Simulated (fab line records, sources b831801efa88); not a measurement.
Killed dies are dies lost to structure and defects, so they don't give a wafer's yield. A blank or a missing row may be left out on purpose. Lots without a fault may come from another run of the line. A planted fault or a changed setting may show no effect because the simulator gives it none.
Which tool did it? | flow gf180mcu | 12 lots, 36 wafers sampled, at 4 steps of a route of 602

WHAT THE GAUGES READ, wafer by wafer
GF_MVSD_TW_MEAS_11. Usual: MVSD_TW 1573, standard deviation 13.
lot  | measured    | on            | MVSD_TW        | flag
L301 | day 4 17:08 | film_metro-02 | 1578 1573 1570 |
L302 | day 5 03:38 | film_metro-02 | 1574 1571 1577 |
L304 | day 5 12:08 | film_metro-04 | 1563 1556 1555 |
L305 | day 5 14:55 | film_metro-01 | 1589 1585 1595 |
L306 | day 5 20:57 | film_metro-04 | 1558 1565 1558 |
L308 | day 6 10:41 | film_metro-02 | 1567 1571 1565 |
L310 | day 6 21:42 | film_metro-01 | 1600 1593 1590 |
L311 | day 7 04:44 | film_metro-01 | 1581 1585 1591 |
L312 | day 7 09:08 | film_metro-01 | 1584 1587 1580 |
L313 | day 7 14:17 | film_metro-01 | 1587 1598 1592 |
L319 | day 9 00:53 | film_metro-01 | 1649 1651 1644 | OFF
L322 | day 9 21:22 | film_metro-02 | 1632 1620 1636 | OFF

GF_VT_IMPLANT_RS_MEAS_46: measures by four-point-probe. Usual: MVSD_RS 456.5 ohm/sq, standard deviation 1.2.
lot  | measured     | on            | MVSD_RS (ohm/sq)  | flag
L301 | day 7 20:18  | film_metro-01 | 456.9 456.1 457.3 |
L302 | day 8 08:13  | film_metro-01 | 457.7 457.9 456.2 |
L304 | day 8 17:57  | film_metro-01 | 457.1 458.1 456.8 |
L305 | day 8 22:26  | film_metro-01 | 455.6 457.2 455.5 |
L306 | day 9 05:20  | film_metro-04 | 454.7 454.8 455.6 |
L308 | day 9 21:06  | film_metro-01 | 457.1 456.8 456.2 |
L310 | day 10 09:13 | film_metro-04 | 454.5 454.4 456.0 |
L311 | day 10 20:18 | film_metro-04 | 456.2 456.8 456.2 |
L312 | day 10 23:48 | film_metro-04 | 456.8 455.5 455.6 |
L313 | day 11 05:06 | film_metro-02 | 456.3 456.2 457.0 |
L319 | day 12 20:54 | film_metro-01 | 426.4 426.4 426.2 | OFF
L322 | day 13 20:50 | film_metro-02 | 428.3 427.6 427.0 | OFF

GF_V2_BOW_MEAS_05. Usual: V2_BOW 100 um, standard deviation 8.2.
lot  | measured     | on            | V2_BOW (um) | flag
L301 | day 19 17:32 | film_metro-01 | 102 105 101 |
L302 | day 20 06:30 | film_metro-01 | 93 106 105  |
L304 | day 20 21:43 | film_metro-04 | 85 80 84    |
L305 | day 21 06:51 | film_metro-02 | 96 96 99    |
L306 | day 21 17:14 | film_metro-04 | 107 103 106 |
L308 | day 22 12:16 | film_metro-01 | 91 105 89   |
L310 | day 23 03:01 | film_metro-04 | 113 95 98   |
L311 | day 23 15:49 | film_metro-01 | 95 106 94   |
L312 | day 23 20:16 | film_metro-01 | 104 91 93   |
L313 | day 24 03:49 | film_metro-02 | 102 92 95   |
L319 | day 25 21:40 | film_metro-01 | 98 106 106  |
L322 | day 26 21:38 | film_metro-01 | 106 105 111 |

WHICH TOOL RAN EACH LOT (tool, then ch and the chambers of the sampled wafers, then the start)
lot  | GF_MVSD_IMPLANT_08
L301 | implanter-04 ch 0, day 4 16:44
L302 | implanter-04 ch 0, day 5 03:14
L304 | implanter-01 ch 0, day 5 11:44
L305 | implanter-03 ch 0, day 5 14:32
L306 | implanter-04 ch 0, day 5 20:34
L308 | implanter-03 ch 0, day 6 10:17
L310 | implanter-03 ch 0, day 6 21:19
L311 | implanter-03 ch 0, day 7 04:20
L312 | implanter-03 ch 0, day 7 08:44
L313 | implanter-01 ch 0, day 7 13:53
L319 | implanter-04 ch 0, day 9 00:29
L322 | implanter-04 ch 0, day 9 20:59
- GF_MVSD_IMPLANT_08

WHAT THE TOOLS THEMSELVES READ (means of the sampled wafers that have a number; where no wafer has one, the mark that the record gives instead)
GF_MVSD_IMPLANT_08. Usual: beam_on_s 10.02 s, standard deviation 0.2; end_station_pressure_torr 5.07e-06 Torr, standard deviation 2.7e-07; faraday_current_uA 90.0, standard deviation 1.8.
lot  | tool         | beam_on_s (s) | end_station_pressure_torr (Torr) | faraday_current_uA | flag
L301 | implanter-04 | 9.97          | 5.15e-06                         | 90.5               |
L302 | implanter-04 | 10.28         | 5.16e-06                         | 87.5               |
L304 | implanter-01 | 10.20         | 5.03e-06                         | 88.3               |
L305 | implanter-03 | 10.05         | 5.12e-06                         | 89.7               |
L306 | implanter-04 | 9.91          | 5.08e-06                         | 90.9               |
L308 | implanter-03 | 10.03         | 5.13e-06                         | 90.1               |
L310 | implanter-03 | 10.11         | 4.88e-06                         | 89.4               |
L311 | implanter-03 | 10.08         | 4.86e-06                         | 89.4               |
L312 | implanter-03 | 10.00         | 5.27e-06                         | 90.2               |
L313 | implanter-01 | 10.01         | 5.09e-06                         | 90.4               |
L319 | implanter-04 | 11.47         | 7.59e-05                         | 77.3               | OFF
L322 | implanter-04 | 11.21         | 8.08e-05                         | 78.9               | OFF

THE ANSWER, worked out from the rows above alone
Rule: a lot is off if the mean of its wafers that have a number lies more than 3 standard deviations from the usual mean. A lot without any number at a reading at which 4 lots or more have one is off too. The other lots that the step has rows for count as sound. The gauges are gone through in route order, then the tools' own readings, and for those a lot's mean is taken as printed above. The first step at which some lot is off is used, and at that step the reading that is off furthest; a lot without a number counts as furthest.
Off: L319, L322, at GF_MVSD_TW_MEAS_11 (MVSD_TW).
A tool fits if, at a process step before that reading, it ran every lot that is off, and no sound lot after the first of them. The gauges at GF_MVSD_TW_MEAS_11 aren't tried: what is off there is off at GF_MVSD_IMPLANT_08 too, on other tools, and a gauge's error can't cause that. One fits: implanter-04 at GF_MVSD_IMPLANT_08. Its last sound lot is L306 (day 5 20:34), its first lot that is off L319 (day 9 00:29): a fault that began between those two fits.
The tool's own readings at GF_MVSD_IMPLANT_08 bear it out: on the lots that are off they differ by more than 5 times the standard deviation of the sound lots' means. beam_on_s reads 11.34 s there against 10.06 s on the sound lots; end_station_pressure_torr reads 7.84e-05 Torr there against 5.08e-06 Torr on the sound lots; faraday_current_uA reads 78.1 there against 89.6 on the sound lots.

WHAT THE SIMULATOR HAD PUT IN
Process parameter drift: implanter-04, from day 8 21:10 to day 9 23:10, at GF_MVSD_IMPLANT_08. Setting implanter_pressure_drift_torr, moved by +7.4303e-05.
Process parameter drift: implanter-04, from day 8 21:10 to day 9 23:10, at GF_MVSD_IMPLANT_08. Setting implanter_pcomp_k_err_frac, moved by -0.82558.
Lots struck among those shown: L319, L322. The rule above found the same.
